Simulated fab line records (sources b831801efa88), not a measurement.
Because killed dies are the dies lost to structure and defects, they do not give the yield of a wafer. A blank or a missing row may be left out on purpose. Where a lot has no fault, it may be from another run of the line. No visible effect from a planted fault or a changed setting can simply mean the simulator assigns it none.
Comparing a struck lot with a sound one || flow sky130 || 18 out of 708 route steps
Sound: the wafers L489.1, L489.3, L489.4. Struck: wafer L500.6 (L500.1, L500.2, from the same lot, were not struck and are left out); the cause is given at the end.
Per side, at each step with rows, come the tool, then ch with its chambers, and then its first start. Under that, the readings that differ: sound wafers || struck wafers || difference of the means || sigmas: that difference in standard deviations of wafers without a fault.
alike: same words and numbers on both sides, and readings whose means sit less than 2 such deviations apart. not compared: any withheld reading, any reading some wafer has no value for, any bound like >300 that may hide the same value, and any number with overlapping values for which the record gives no deviation.
Wherever a step has rows on one side only, a row that says differs or no value, or a row with sigmas, the two part there. When numbers do not overlap yet have no deviation, they are printed without sigmas and do not part them. Lack of a reading on every wafer of one side parts them only where that side has two or more wafers.

first, 4 steps without rows for these wafers: SKY_DNWELL_EXPOSE_04 (exposes mask DNM, target cd 3000 nm); SKY_DNWELL_PEB_05; SKY_DNWELL_DEVELOP_06 (develop time 60 s); SKY_DNWELL_IMPLANT_07.
SKY_DNWELL_STRIP_08: strips in O2/N2.
  sound on plasmaAsher-03 ch 0,1, day 3 20:07; struck on plasmaAsher-01 ch 0, day 6 13:04
  alike: drypumpMotorCurrentA, n2FlowSccm, o2FlowSccm, oesProductAu, stripTimeToEndpointS
  not compared: rfHoursCounterH
SKY_DNWELL_TW_MEAS_09:
  sound on filmMetro-02, day 3 20:13; struck on filmMetro-02, day 6 13:10
  alike: DNWELL_TW
then, 6 steps without rows for these wafers: SKY_PWDE_DEHYDRATE_00 (time 60 s); SKY_PWDE_HMDS_01 (prime time 60 s); SKY_PWDE_COAT_02 (resist thk 3000 nm); SKY_PWDE_SOFTBAKE_03; SKY_PWDE_EXPOSE_04 (exposes mask PWDEM, target cd 840 nm); SKY_PWDE_PEB_05.
SKY_PWDE_DEVELOP_06: develop time 60 s.
  sound on lithoTrack-04 ch 0, day 4 11:00; struck on lithoTrack-02 ch 0, day 7 08:00
SKY_PWDE_OVL_MEAS_07:
  sound on overlay-02, day 4 11:52; struck on overlay-02, day 7 08:34
  not compared: PWDE_OVL
following that, these wafers have no rows for 1 step: SKY_PWDE_IMPLANT_08.
SKY_PWDE_STRIP_09: strips in O2/N2.
  sound on plasmaAsher-04 ch 0,1, day 4 12:03; struck on plasmaAsher-04 ch 0, day 7 08:46
  alike: drypumpMotorCurrentA, n2FlowSccm, o2FlowSccm, oesProductAu, stripTimeToEndpointS
  not compared: rfHoursCounterH
SKY_PWDE_TW_MEAS_10:
  sound on filmMetro-01, day 4 12:09; struck on filmMetro-01, day 7 08:52
{"reading": "PWDE_TW", "sound": "368.6 368.8 368.4", "struck": 30.2, "difference": -338.4, "sigmas": "-99 or more"}
then, 1 step without rows for these wafers: SKY_NWELL_DEHYDRATE_03 (time 60 s).

## WHERE THEY PART
SKY_PWDE_TW_MEAS_10 only, going by this record.

WHY: what had been put in by the simulator
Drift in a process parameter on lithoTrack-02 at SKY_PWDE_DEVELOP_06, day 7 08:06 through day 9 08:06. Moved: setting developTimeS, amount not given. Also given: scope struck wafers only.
